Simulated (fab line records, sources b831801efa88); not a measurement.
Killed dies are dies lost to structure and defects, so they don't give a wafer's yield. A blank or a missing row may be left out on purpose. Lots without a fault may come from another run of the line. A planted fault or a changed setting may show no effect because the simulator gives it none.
A struck lot beside a sound one | flow sky130 | 18 steps out of a route of 708
Sound: wafers L124.2, L124.4, L124.6. Struck: wafers L137.1, L137.5, L137.6. The cause comes at the end.
At each step with rows: each side's tool, then ch and its chambers, then its first start. Under that, the readings that differ: sound wafers | struck wafers | difference of the means | sigmas: that difference in standard deviations of wafers without a fault.
alike: readings whose means differ by less than 2 such deviations, and words and numbers that are the same on both sides. not compared: withheld readings, readings that some wafer has no value for, bounds like >300 that may hide the same value, and numbers for which the record gives no deviation and whose values overlap.
The two part at a step that has a row with sigmas, a row that says differs or no value, or rows on one side only. Numbers that don't overlap but have no deviation are shown without sigmas and don't part them. A reading that every wafer of one side lacks parts them only if that side has two wafers or more.

first, 4 steps without rows for these wafers: SKY_VT_ADJUST_HVTR_SOFTBAKE_03 (time 60 s); SKY_VT_ADJUST_HVTR_EXPOSE_04 (exposes mask HVTRM, target cd 380 nm); SKY_VT_ADJUST_HVTR_PEB_05; SKY_VT_ADJUST_HVTR_DEVELOP_06 (develop time 60 s).
SKY_VT_ADJUST_HVTR_CD_MEAS_07: target cd 380 nm.
  sound on cd_sem-01, day 9 13:35; struck on cd_sem-02, day 13 18:44
  alike: cd_nm
SKY_VT_ADJUST_HVTR_OVL_MEAS_08:
  sound on overlay-02, day 9 13:42; struck on overlay-02, day 13 18:51
  alike: VT_ADJUST_HVTR_OVL
then, 1 step without rows for these wafers: SKY_VT_ADJUST_HVTR_IMPLANT_09.
SKY_VT_ADJUST_HVTR_STRIP_10: strips in O2/N2.
  sound on plasma_asher-04 ch 0,1, day 9 13:53; struck on plasma_asher-04 ch 0,1, day 13 19:02
  alike: drypump_motor_current_A, n2_flow_sccm, oes_product_au, strip_time_to_endpoint_s
  not compared: rf_hours_counter_h
SKY_VT_ADJUST_HVTR_TW_MEAS_11:
  sound on film_metro-01, day 9 13:59; struck on film_metro-04, day 13 19:08
  alike: VT_ADJUST_HVTR_TW
then, 3 steps without rows for these wafers: SKY_VT_ADJUST_PCH_DEHYDRATE_00 (time 60 s); SKY_VT_ADJUST_PCH_HMDS_01 (prime time 60 s); SKY_VT_ADJUST_PCH_COAT_02 (resist thk 3000 nm).
SKY_VT_ADJUST_PCH_SOFTBAKE_03:
  sound on litho_track-02 ch 0, day 10 01:19; struck on litho_track-03 ch 0, day 14 07:55
  reading                  | sound                | struck               | difference | sigmas
  heater_power_total_W (W) | 65.14 65.31 65.42    | 63.40 63.35 63.57    | -1.85      | -13
  plate_temp_C (C)         | 110.09 110.08 110.00 | 107.70 107.67 107.59 | -2.40      | -18
  alike: resist_line_temp_C
then, 2 steps without rows for these wafers: SKY_VT_ADJUST_PCH_EXPOSE_04 (exposes mask NWM, target cd 840 nm); SKY_VT_ADJUST_PCH_PEB_05.
SKY_VT_ADJUST_PCH_DEVELOP_06: develop time 60 s.
  sound on litho_track-01 ch 0; struck on litho_track-01 ch 0
  reading                                         | sound          | struck         | difference | sigmas
  model.coat_of_VT_ADJUST_PCH_COAT_02.thk_nm (nm) | 2995 3000 3000 | 3021 3020 3018 | +21        |
  alike: resist_line_temp_C
SKY_VT_ADJUST_PCH_OVL_MEAS_07:
  sound on overlay-01, day 10 13:56; struck on overlay-01, day 14 22:13
  alike: VT_ADJUST_PCH_OVL
-- the record jumps here: 34 days lie between the struck wafers' starts before and after (it left off in module VT_ADJUST_PCH and takes up again in module PAD_OPEN, whose first step shown is number 708 of the route) --
SKY_PAD_OPEN_PROBE_99:
  the record has rows for the struck wafers here (prober-01, day 49 04:55) and none for the sound ones

WHERE THEY PART
First at SKY_VT_ADJUST_PCH_SOFTBAKE_03; last, within this record, at SKY_PAD_OPEN_PROBE_99.

WHY: what the simulator had put in
Process parameter drift: litho_track-03, from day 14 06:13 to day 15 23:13, at SKY_VT_ADJUST_PCH_SOFTBAKE_03. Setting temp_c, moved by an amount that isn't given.
